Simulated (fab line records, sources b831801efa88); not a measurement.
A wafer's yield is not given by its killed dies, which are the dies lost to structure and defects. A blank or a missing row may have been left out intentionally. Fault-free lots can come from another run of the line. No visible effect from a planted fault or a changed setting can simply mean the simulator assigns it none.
fab line records / flow sky130 / part 2 of 2: steps 28 to 38 of 38
[record] lots = 5 wafers = 15 last-day = 49
route steps=708 shown SD_N@356 SD_P@359 RES_XHIGH@360 SALICIDE@361 LI_CONTACT@362 LOCAL_INTERCONNECT@387
lots that met no fault: from a run of the same line without faults
start-h: hours from the record's opening day to when the first of the lot's shown wafers began / wait-h: how many hours have passed since the lot's step before this one / " same as the row above / L1.1+2: a single row standing in for several wafers / - either no value or no given start / * or withheld: withheld / < > ~ a bound
route shown NAME@n: a module of which the file shows steps, and the number in the route of the first / usual: the fault-free wafers' mean and standard deviation / same: alike in all rows / chamber/n: place in a boat / sites: readings site by site / _std_site: standard deviation across them / _edge_site: inner sites' mean taken away from outer sites' mean / radius-mm: how far each site lies from the wafer's centre / mask NAME#n: copy n / behind: the last tool/chamber to shape the wafer / hold: reason for holding the lot/hours on hold/outcome of the hold / device: whichever transistor did not switch (one of n, p or np) / end of line: the same wafers' tests at the end of the route / a step with no rows: only its recipe / killed: the dies lost at the first sort to structure and to defects; this is not the yield of the wafer / map: per-die view of a wafer (x killed, . not killed, _ where there is no die)
set.NAME: the setting the step ran with; set.NAME@STEP: the setting that earlier step ran with / model.NAME: the simulator's own value behind a step, which no gauge read
lots seen at some steps along the route; tables by step, rows by wafer
services: the hour from which a tool's chamber was out of use, counted from the record's first day as start-h (under 0 if before that day), plus the number of hours and why
[[steps]]
[step SKY_LI_CONTACT_RS_MEAS_22]
[recipe] thk-meas-gauge = four-point-probe reads = W_of_LI_CONTACT_CVD_21+TiN_of_LI_CONTACT_SPUTTER_20+Ti_of_LI_CONTACT_SPUTTER_19
[usual] LI_CONTACT_W_RS = 0.286/0.003
lot.wafer=L082.1 tool=film-metro-02 chamber=- start-h=743.57 wait-h=0.1 LI_CONTACT_W_RS[ohm/sq]=0.285
lot.wafer=L082.2 tool=film-metro-02 chamber=- start-h=743.57 wait-h=0.1 LI_CONTACT_W_RS[ohm/sq]=0.289
lot.wafer=L082.4 tool=film-metro-02 chamber=- start-h=743.57 wait-h=0.1 LI_CONTACT_W_RS[ohm/sq]=0.287
lot.wafer=L085.3 tool=film-metro-01 chamber=- start-h=777.55 wait-h=0.2 LI_CONTACT_W_RS[ohm/sq]=0.281
lot.wafer=L085.5 tool=film-metro-01 chamber=- start-h=777.55 wait-h=0.2 LI_CONTACT_W_RS[ohm/sq]=0.280
lot.wafer=L085.6 tool=film-metro-01 chamber=- start-h=777.55 wait-h=0.2 LI_CONTACT_W_RS[ohm/sq]=0.280
lot.wafer=L089.1 tool=film-metro-01 chamber=- start-h=807.37 wait-h=0.1 LI_CONTACT_W_RS[ohm/sq]=0.289
lot.wafer=L089.3 tool=film-metro-01 chamber=- start-h=807.37 wait-h=0.1 LI_CONTACT_W_RS[ohm/sq]=0.287
lot.wafer=L089.4 tool=film-metro-01 chamber=- start-h=807.37 wait-h=0.1 LI_CONTACT_W_RS[ohm/sq]=0.289
lot.wafer=L090.1 tool=film-metro-02 chamber=- start-h=815.07 wait-h=0.1 LI_CONTACT_W_RS[ohm/sq]=0.281
lot.wafer=L090.5 tool=film-metro-02 chamber=- start-h=815.07 wait-h=0.1 LI_CONTACT_W_RS[ohm/sq]=0.284
lot.wafer=L090.6 tool=film-metro-02 chamber=- start-h=815.07 wait-h=0.1 LI_CONTACT_W_RS[ohm/sq]=0.283
lot.wafer=L093.1 tool=film-metro-02 chamber=- start-h=827.54 wait-h=0.1 LI_CONTACT_W_RS[ohm/sq]=0.285
lot.wafer=L093.4 tool=film-metro-02 chamber=- start-h=827.54 wait-h=0.1 LI_CONTACT_W_RS[ohm/sq]=0.290
lot.wafer=L093.5 tool=film-metro-02 chamber=- start-h=827.54 wait-h=0.1 LI_CONTACT_W_RS[ohm/sq]=0.288
[step SKY_LI_CONTACT_THK_MEAS_23]
[recipe] thk-meas-gauge = xrf reads = W_of_LI_CONTACT_CVD_21
[usual] LI_CONTACT_W_THK = 406/5
lot.wafer=L082.1 tool=film-metro-02 chamber=- start-h=743.69 wait-h=0.1 LI_CONTACT_W_THK[nm]=408
lot.wafer=L082.2 tool=film-metro-02 chamber=- start-h=743.69 wait-h=0.1 LI_CONTACT_W_THK[nm]=407
lot.wafer=L082.4 tool=film-metro-02 chamber=- start-h=743.69 wait-h=0.1 LI_CONTACT_W_THK[nm]=407
lot.wafer=L085.3 tool=film-metro-01 chamber=- start-h=777.65 wait-h=0.1 LI_CONTACT_W_THK[nm]=416
lot.wafer=L085.5 tool=film-metro-01 chamber=- start-h=777.65 wait-h=0.1 LI_CONTACT_W_THK[nm]=411
lot.wafer=L085.6 tool=film-metro-01 chamber=- start-h=777.65 wait-h=0.1 LI_CONTACT_W_THK[nm]=413
lot.wafer=L089.1 tool=film-metro-01 chamber=- start-h=807.49 wait-h=0.1 LI_CONTACT_W_THK[nm]=402
lot.wafer=L089.3 tool=film-metro-01 chamber=- start-h=807.49 wait-h=0.1 LI_CONTACT_W_THK[nm]=407
lot.wafer=L089.4 tool=film-metro-01 chamber=- start-h=807.49 wait-h=0.1 LI_CONTACT_W_THK[nm]=404
lot.wafer=L090.1 tool=film-metro-02 chamber=- start-h=815.19 wait-h=0.1 LI_CONTACT_W_THK[nm]=411
lot.wafer=L090.5 tool=film-metro-02 chamber=- start-h=815.19 wait-h=0.1 LI_CONTACT_W_THK[nm]=406
lot.wafer=L090.6 tool=film-metro-02 chamber=- start-h=815.19 wait-h=0.1 LI_CONTACT_W_THK[nm]=410
lot.wafer=L093.1 tool=film-metro-02 chamber=- start-h=827.66 wait-h=0.1 LI_CONTACT_W_THK[nm]=406
lot.wafer=L093.4 tool=film-metro-02 chamber=- start-h=827.66 wait-h=0.1 LI_CONTACT_W_THK[nm]=403
lot.wafer=L093.5 tool=film-metro-02 chamber=- start-h=827.66 wait-h=0.1 LI_CONTACT_W_THK[nm]=405
[step SKY_LI_CONTACT_CMP_24]
[recipe] stop-on = PSG t-overpolish-s = 20 down-force-psi = 3.5 platen-rpm = 60 target-thk-nm = 0 pad-velocity-m-s = 0.94248
[usual] edge-zone-pressure-frac = 1.000/0.0047 motor-current-A = 11.9/0.93 overpolish-run-s = 20.000/0.0092 slurry-flow-ml-min = 150.0/0.42 time-to-endpoint-s = 96/4.1
[same] t-overpolish-s = 20
lot.wafer=L082.2 tool=cmp-02 chamber=3 start-h=743.80 wait-h=0.1 edge-zone-pressure-frac=0.993 motor-current-A=12.5 overpolish-run-s=19.979 slurry-flow-ml-min=149.9 time-to-endpoint-s=101
lot.wafer=L082.4 tool=cmp-02 chamber=0 start-h=743.80 wait-h=0.1 edge-zone-pressure-frac=0.990 motor-current-A=12.1 overpolish-run-s=20.008 slurry-flow-ml-min=150.5 time-to-endpoint-s=99
lot.wafer=L082.1 tool=cmp-02 chamber=1 start-h=743.80 wait-h=0.1 edge-zone-pressure-frac=0.995 motor-current-A=10.6 overpolish-run-s=19.992 slurry-flow-ml-min=150.5 time-to-endpoint-s=101
lot.wafer=L085.3 tool=cmp-02 chamber=3 start-h=777.79 wait-h=0.1 edge-zone-pressure-frac=1.007 motor-current-A=12.8 overpolish-run-s=20.006 slurry-flow-ml-min=149.2 time-to-endpoint-s=106
lot.wafer=L085.6 tool=cmp-02 chamber=1 start-h=777.79 wait-h=0.1 edge-zone-pressure-frac=1.000 motor-current-A=10.5 overpolish-run-s=19.988 slurry-flow-ml-min=149.9 time-to-endpoint-s=102
lot.wafer=L085.5 tool=cmp-02 chamber=2 start-h=777.79 wait-h=0.1 edge-zone-pressure-frac=0.999 motor-current-A=11.1 overpolish-run-s=19.997 slurry-flow-ml-min=150.1 time-to-endpoint-s=106
lot.wafer=L089.1 tool=cmp-01 chamber=3 start-h=807.55 wait-h=0.1 edge-zone-pressure-frac=0.997 motor-current-A=11.9 overpolish-run-s=19.991 slurry-flow-ml-min=149.9 time-to-endpoint-s=95
lot.wafer=L089.4 tool=cmp-01 chamber=0 start-h=807.55 wait-h=0.1 edge-zone-pressure-frac=1.007 motor-current-A=13.1 overpolish-run-s=19.990 slurry-flow-ml-min=150.7 time-to-endpoint-s=95
lot.wafer=L089.3 tool=cmp-01 chamber=2 start-h=807.55 wait-h=0.1 edge-zone-pressure-frac=1.003 motor-current-A=12.0 overpolish-run-s=20.001 slurry-flow-ml-min=149.8 time-to-endpoint-s=95
lot.wafer=L090.1 tool=cmp-01 chamber=2 start-h=815.35 wait-h=0.1 edge-zone-pressure-frac=1.000 motor-current-A=12.6 overpolish-run-s=20.003 slurry-flow-ml-min=149.2 time-to-endpoint-s=95
lot.wafer=L090.6 tool=cmp-01 chamber=0 start-h=815.35 wait-h=0.1 edge-zone-pressure-frac=1.001 motor-current-A=14.3 overpolish-run-s=20.004 slurry-flow-ml-min=150.2 time-to-endpoint-s=94
lot.wafer=L090.5 tool=cmp-01 chamber=1 start-h=815.35 wait-h=0.1 edge-zone-pressure-frac=1.000 motor-current-A=11.9 overpolish-run-s=19.997 slurry-flow-ml-min=150.0 time-to-endpoint-s=91
lot.wafer=L093.4 tool=cmp-01 chamber=0 start-h=827.72 wait-h=0.0 edge-zone-pressure-frac=0.993 motor-current-A=14.3 overpolish-run-s=20.008 slurry-flow-ml-min=150.1 time-to-endpoint-s=94
lot.wafer=L093.1 tool=cmp-01 chamber=2 start-h=827.72 wait-h=0.0 edge-zone-pressure-frac=0.994 motor-current-A=11.9 overpolish-run-s=19.989 slurry-flow-ml-min=150.4 time-to-endpoint-s=95
lot.wafer=L093.5 tool=cmp-01 chamber=0 start-h=827.72 wait-h=0.0 edge-zone-pressure-frac=0.999 motor-current-A=13.9 overpolish-run-s=20.007 slurry-flow-ml-min=150.1 time-to-endpoint-s=93
[step SKY_LOCAL_INTERCONNECT_SPUTTER_00]
[recipe] material = TiN target-thk-nm = 100 temp-c = 300 power-w = 6746 time-s = 83.3 chamber-pressure-pa = 0.4
[usual] throttle-valve-pct = 30.4/1.1
lot.wafer=L082.1 tool=pvd-sputter-04 chamber=- start-h=744.05 wait-h=0.1 throttle-valve-pct=29.7
lot.wafer=L082.2 tool=pvd-sputter-04 chamber=- start-h=744.05 wait-h=0.1 throttle-valve-pct=30.9
lot.wafer=L082.4 tool=pvd-sputter-04 chamber=- start-h=744.05 wait-h=0.1 throttle-valve-pct=29.4
lot.wafer=L085.3 tool=pvd-sputter-04 chamber=- start-h=777.99 wait-h=0.1 throttle-valve-pct=29.1
lot.wafer=L085.5 tool=pvd-sputter-04 chamber=- start-h=777.99 wait-h=0.1 throttle-valve-pct=30.9
lot.wafer=L085.6 tool=pvd-sputter-04 chamber=- start-h=777.99 wait-h=0.1 throttle-valve-pct=29.6
lot.wafer=L089.1 tool=pvd-sputter-04 chamber=- start-h=807.85 wait-h=0.2 throttle-valve-pct=30.2
lot.wafer=L089.3 tool=pvd-sputter-04 chamber=- start-h=807.85 wait-h=0.2 throttle-valve-pct=31.2
lot.wafer=L089.4 tool=pvd-sputter-04 chamber=- start-h=807.85 wait-h=0.2 throttle-valve-pct=29.6
lot.wafer=L090.1 tool=pvd-sputter-04 chamber=- start-h=815.55 wait-h=0.1 throttle-valve-pct=29.3
lot.wafer=L090.5 tool=pvd-sputter-04 chamber=- start-h=815.55 wait-h=0.1 throttle-valve-pct=29.3
lot.wafer=L090.6 tool=pvd-sputter-04 chamber=- start-h=815.55 wait-h=0.1 throttle-valve-pct=29.3
lot.wafer=L093.1 tool=pvd-sputter-04 chamber=- start-h=828.02 wait-h=0.1 throttle-valve-pct=29.4
lot.wafer=L093.4 tool=pvd-sputter-04 chamber=- start-h=828.02 wait-h=0.1 throttle-valve-pct=31.2
lot.wafer=L093.5 tool=pvd-sputter-04 chamber=- start-h=828.02 wait-h=0.1 throttle-valve-pct=30.7
[step SKY_LOCAL_INTERCONNECT_RS_MEAS_01]
[recipe] thk-meas-gauge = four-point-probe reads = TiN_of_LOCAL_INTERCONNECT_SPUTTER_00
[usual] LOCAL_INTERCONNECT_TIN_RS = 13.58/0.14
lot.wafer=L082.1 tool=film-metro-03 chamber=- start-h=744.11 wait-h=0.0 LOCAL_INTERCONNECT_TIN_RS[ohm/sq]=13.29
lot.wafer=L082.2 tool=film-metro-03 chamber=- start-h=744.11 wait-h=0.0 LOCAL_INTERCONNECT_TIN_RS[ohm/sq]=13.47
lot.wafer=L082.4 tool=film-metro-03 chamber=- start-h=744.11 wait-h=0.0 LOCAL_INTERCONNECT_TIN_RS[ohm/sq]=13.32
lot.wafer=L085.3 tool=film-metro-02 chamber=- start-h=778.09 wait-h=0.1 LOCAL_INTERCONNECT_TIN_RS[ohm/sq]=13.62
lot.wafer=L085.5 tool=film-metro-02 chamber=- start-h=778.09 wait-h=0.1 LOCAL_INTERCONNECT_TIN_RS[ohm/sq]=13.69
lot.wafer=L085.6 tool=film-metro-02 chamber=- start-h=778.09 wait-h=0.1 LOCAL_INTERCONNECT_TIN_RS[ohm/sq]=13.68
lot.wafer=L089.1 tool=film-metro-03 chamber=- start-h=807.92 wait-h=0.0 LOCAL_INTERCONNECT_TIN_RS[ohm/sq]=13.58
lot.wafer=L089.3 tool=film-metro-03 chamber=- start-h=807.92 wait-h=0.0 LOCAL_INTERCONNECT_TIN_RS[ohm/sq]=13.63
lot.wafer=L089.4 tool=film-metro-03 chamber=- start-h=807.92 wait-h=0.0 LOCAL_INTERCONNECT_TIN_RS[ohm/sq]=13.67
lot.wafer=L090.1 tool=film-metro-01 chamber=- start-h=815.61 wait-h=0.0 LOCAL_INTERCONNECT_TIN_RS[ohm/sq]=13.40
lot.wafer=L090.5 tool=film-metro-01 chamber=- start-h=815.61 wait-h=0.0 LOCAL_INTERCONNECT_TIN_RS[ohm/sq]=13.41
lot.wafer=L090.6 tool=film-metro-01 chamber=- start-h=815.61 wait-h=0.0 LOCAL_INTERCONNECT_TIN_RS[ohm/sq]=13.43
lot.wafer=L093.1 tool=film-metro-03 chamber=- start-h=828.08 wait-h=0.0 LOCAL_INTERCONNECT_TIN_RS[ohm/sq]=13.62
lot.wafer=L093.4 tool=film-metro-03 chamber=- start-h=828.08 wait-h=0.0 LOCAL_INTERCONNECT_TIN_RS[ohm/sq]=13.69
lot.wafer=L093.5 tool=film-metro-03 chamber=- start-h=828.08 wait-h=0.0 LOCAL_INTERCONNECT_TIN_RS[ohm/sq]=13.68
[step SKY_LOCAL_INTERCONNECT_THK_MEAS_02]
[recipe] thk-meas-gauge = xrf reads = TiN_of_LOCAL_INTERCONNECT_SPUTTER_00
[usual] LOCAL_INTERCONNECT_TIN_THK = 105.2/1
lot.wafer=L082.1 tool=film-metro-03 chamber=- start-h=744.23 wait-h=0.1 LOCAL_INTERCONNECT_TIN_THK[nm]=107.0
lot.wafer=L082.2 tool=film-metro-03 chamber=- start-h=744.23 wait-h=0.1 LOCAL_INTERCONNECT_TIN_THK[nm]=106.0
lot.wafer=L082.4 tool=film-metro-03 chamber=- start-h=744.23 wait-h=0.1 LOCAL_INTERCONNECT_TIN_THK[nm]=106.7
lot.wafer=L085.3 tool=film-metro-02 chamber=- start-h=778.19 wait-h=0.1 LOCAL_INTERCONNECT_TIN_THK[nm]=105.0
lot.wafer=L085.5 tool=film-metro-02 chamber=- start-h=778.19 wait-h=0.1 LOCAL_INTERCONNECT_TIN_THK[nm]=104.9
lot.wafer=L085.6 tool=film-metro-02 chamber=- start-h=778.19 wait-h=0.1 LOCAL_INTERCONNECT_TIN_THK[nm]=105.0
lot.wafer=L089.1 tool=film-metro-03 chamber=- start-h=808.04 wait-h=0.1 LOCAL_INTERCONNECT_TIN_THK[nm]=104.9
lot.wafer=L089.3 tool=film-metro-03 chamber=- start-h=808.04 wait-h=0.1 LOCAL_INTERCONNECT_TIN_THK[nm]=104.4
lot.wafer=L089.4 tool=film-metro-03 chamber=- start-h=808.04 wait-h=0.1 LOCAL_INTERCONNECT_TIN_THK[nm]=104.0
lot.wafer=L090.1 tool=film-metro-01 chamber=- start-h=815.73 wait-h=0.1 LOCAL_INTERCONNECT_TIN_THK[nm]=106.4
lot.wafer=L090.5 tool=film-metro-01 chamber=- start-h=815.73 wait-h=0.1 LOCAL_INTERCONNECT_TIN_THK[nm]=106.2
lot.wafer=L090.6 tool=film-metro-01 chamber=- start-h=815.73 wait-h=0.1 LOCAL_INTERCONNECT_TIN_THK[nm]=105.7
lot.wafer=L093.1 tool=film-metro-03 chamber=- start-h=828.20 wait-h=0.1 LOCAL_INTERCONNECT_TIN_THK[nm]=105.6
lot.wafer=L093.4 tool=film-metro-03 chamber=- start-h=828.20 wait-h=0.1 LOCAL_INTERCONNECT_TIN_THK[nm]=104.7
lot.wafer=L093.5 tool=film-metro-03 chamber=- start-h=828.20 wait-h=0.1 LOCAL_INTERCONNECT_TIN_THK[nm]=104.7
[step SKY_LOCAL_INTERCONNECT_DEHYDRATE_03]
[recipe] temp-c = 200 time-s = 60
lot.wafer=L082.1+2+4 tool=litho-track-01 chamber=0 start-h=757.28 wait-h=13.0
lot.wafer=L085.3+5+6 tool=litho-track-01 chamber=0 start-h=790.83 wait-h=12.6
lot.wafer=L089.1+3+4 tool=litho-track-01 chamber=0 start-h=820.73 wait-h=12.7
lot.wafer=L090.1+5+6 tool=litho-track-01 chamber=0 start-h=828.28 wait-h=12.5
lot.wafer=L093.1+4+5 tool=litho-track-03 chamber=0 start-h=840.58 wait-h=12.4
[step SKY_LOCAL_INTERCONNECT_HMDS_04]
[recipe] prime-time-s = 60 prime-temp-c = 120
[same] prime-time-s = 60
lot.wafer=L082.1+2+4 tool=litho-track-01 chamber=0 start-h=757.43 wait-h=0.1
lot.wafer=L085.3+5+6 tool=litho-track-01 chamber=0 start-h=790.98 wait-h=0.1
lot.wafer=L089.1+3+4 tool=litho-track-01 chamber=0 start-h=820.88 wait-h=0.1
lot.wafer=L090.1+5+6 tool=litho-track-01 chamber=0 start-h=828.43 wait-h=0.1
lot.wafer=L093.1+4+5 tool=litho-track-03 chamber=0 start-h=840.73 wait-h=0.1
[step SKY_LOCAL_INTERCONNECT_COAT_05]
[recipe] resist = BARC temp-c = withheld time-s = withheld spin-rpm = 3000 resist-thk-nm = 60
[usual] dispense-pressure-kPa = 50/6
lot.wafer=L082.1 tool=litho-track-01 chamber=0 start-h=757.58 wait-h=0.1 dispense-pressure-kPa=56
lot.wafer=L082.2 tool=litho-track-01 chamber=0 start-h=757.58 wait-h=0.1 dispense-pressure-kPa=56
lot.wafer=L082.4 tool=litho-track-01 chamber=0 start-h=757.58 wait-h=0.1 dispense-pressure-kPa=56
lot.wafer=L085.3 tool=litho-track-01 chamber=0 start-h=791.13 wait-h=0.1 dispense-pressure-kPa=56
lot.wafer=L085.5 tool=litho-track-01 chamber=0 start-h=791.13 wait-h=0.1 dispense-pressure-kPa=56
lot.wafer=L085.6 tool=litho-track-01 chamber=0 start-h=791.13 wait-h=0.1 dispense-pressure-kPa=56
lot.wafer=L089.1 tool=litho-track-01 chamber=0 start-h=821.03 wait-h=0.1 dispense-pressure-kPa=56
lot.wafer=L089.3 tool=litho-track-01 chamber=0 start-h=821.03 wait-h=0.1 dispense-pressure-kPa=56
lot.wafer=L089.4 tool=litho-track-01 chamber=0 start-h=821.03 wait-h=0.1 dispense-pressure-kPa=56
lot.wafer=L090.1 tool=litho-track-01 chamber=0 start-h=828.58 wait-h=0.1 dispense-pressure-kPa=56
lot.wafer=L090.5 tool=litho-track-01 chamber=0 start-h=828.58 wait-h=0.1 dispense-pressure-kPa=56
lot.wafer=L090.6 tool=litho-track-01 chamber=0 start-h=828.58 wait-h=0.1 dispense-pressure-kPa=56
lot.wafer=L093.1 tool=litho-track-03 chamber=0 start-h=840.88 wait-h=0.1 dispense-pressure-kPa=46
lot.wafer=L093.4 tool=litho-track-03 chamber=0 start-h=840.88 wait-h=0.1 dispense-pressure-kPa=46
lot.wafer=L093.5 tool=litho-track-03 chamber=0 start-h=840.88 wait-h=0.1 dispense-pressure-kPa=46
[step SKY_LOCAL_INTERCONNECT_COAT_06]
[recipe] resist = KrF-thick spin-rpm = 3000 resist-thk-nm = 450
[usual] dispense-pressure-kPa = 50/6
lot.wafer=L082.1 tool=litho-track-01 chamber=0 start-h=- wait-h=- dispense-pressure-kPa=56
lot.wafer=L082.2 tool=litho-track-01 chamber=0 start-h=- wait-h=- dispense-pressure-kPa=56
lot.wafer=L082.4 tool=litho-track-01 chamber=0 start-h=- wait-h=- dispense-pressure-kPa=56
lot.wafer=L085.3 tool=litho-track-01 chamber=0 start-h=- wait-h=- dispense-pressure-kPa=56
lot.wafer=L085.5 tool=litho-track-01 chamber=0 start-h=- wait-h=- dispense-pressure-kPa=56
lot.wafer=L085.6 tool=litho-track-01 chamber=0 start-h=- wait-h=- dispense-pressure-kPa=56
lot.wafer=L089.1 tool=litho-track-01 chamber=0 start-h=- wait-h=- dispense-pressure-kPa=56
lot.wafer=L089.3 tool=litho-track-01 chamber=0 start-h=- wait-h=- dispense-pressure-kPa=56
lot.wafer=L089.4 tool=litho-track-01 chamber=0 start-h=- wait-h=- dispense-pressure-kPa=56
lot.wafer=L090.1 tool=litho-track-01 chamber=0 start-h=- wait-h=- dispense-pressure-kPa=56
lot.wafer=L090.5 tool=litho-track-01 chamber=0 start-h=- wait-h=- dispense-pressure-kPa=56
lot.wafer=L090.6 tool=litho-track-01 chamber=0 start-h=- wait-h=- dispense-pressure-kPa=56
lot.wafer=L093.1 tool=litho-track-03 chamber=0 start-h=- wait-h=- dispense-pressure-kPa=46
lot.wafer=L093.4 tool=litho-track-03 chamber=0 start-h=- wait-h=- dispense-pressure-kPa=46
lot.wafer=L093.5 tool=litho-track-03 chamber=0 start-h=- wait-h=- dispense-pressure-kPa=46
[step SKY_LOCAL_INTERCONNECT_SOFTBAKE_07]
[recipe] temp-c = 100 time-s = 90 resist = KrF-thick
lot.wafer=L082.1+2+4 tool=litho-track-01 chamber=0 start-h=- wait-h=-
lot.wafer=L085.3+5+6 tool=litho-track-01 chamber=0 start-h=- wait-h=-
lot.wafer=L089.1+3+4 tool=litho-track-01 chamber=0 start-h=- wait-h=-
lot.wafer=L090.1+5+6 tool=litho-track-01 chamber=0 start-h=- wait-h=-
lot.wafer=L093.1+4+5 tool=litho-track-03 chamber=0 start-h=- wait-h=-
[[services]]
tool=krf-scanner-01 chamber=- start-h=690.75 hours=0.3 kind=repair
tool=cmp-02 chamber=- start-h=692.23 hours=0.9 kind=repair
tool=rie-diel-03 chamber=1 start-h=696.72 hours=5.3 kind=repair
tool=wet-bench-04 chamber=- start-h=700.14 hours=0.6 kind=repair
tool=hdpcvd-02 chamber=- start-h=703.06 hours=0.7 kind=repair
tool=cmp-01 chamber=- start-h=703.26 hours=1.1 kind=repair
tool=krf-scanner-01 chamber=- start-h=704.53 hours=11.3 kind=repair
tool=hdpcvd-02 chamber=0 start-h=713.26 hours=26.3 kind=repair
tool=rie-diel-02 chamber=1 start-h=715.83 hours=16.0 kind=repair
tool=plasma-asher-04 chamber=- start-h=733.73 hours=3.3 kind=repair
tool=krf-scanner-02 chamber=- start-h=734.45 hours=1.3 kind=pm
tool=hdpcvd-02 chamber=0 start-h=740.84 hours=3.4 kind=repair
tool=cmp-01 chamber=- start-h=744.30 hours=4.0 kind=pm
tool=krf-scanner-01 chamber=- start-h=744.55 hours=1.4 kind=repair
tool=krf-scanner-01 chamber=- start-h=746.76 hours=2.7 kind=repair
tool=pvd-sputter-04 chamber=- start-h=758.18 hours=18.6 kind=repair
tool=krf-scanner-01 chamber=- start-h=767.23 hours=0.6 kind=repair
tool=krf-scanner-01 chamber=- start-h=771.19 hours=1.3 kind=pm
tool=krf-scanner-01 chamber=- start-h=773.74 hours=1.0 kind=pm
tool=rie-diel-03 chamber=1 start-h=775.16 hours=11.0 kind=repair
tool=pvd-sputter-01 chamber=- start-h=789.67 hours=2.1 kind=repair
tool=krf-scanner-01 chamber=- start-h=802.64 hours=0.8 kind=pm
tool=plasma-asher-04 chamber=- start-h=820.76 hours=11.2 kind=pm
tool=pvd-sputter-01 chamber=- start-h=837.56 hours=9.8 kind=repair
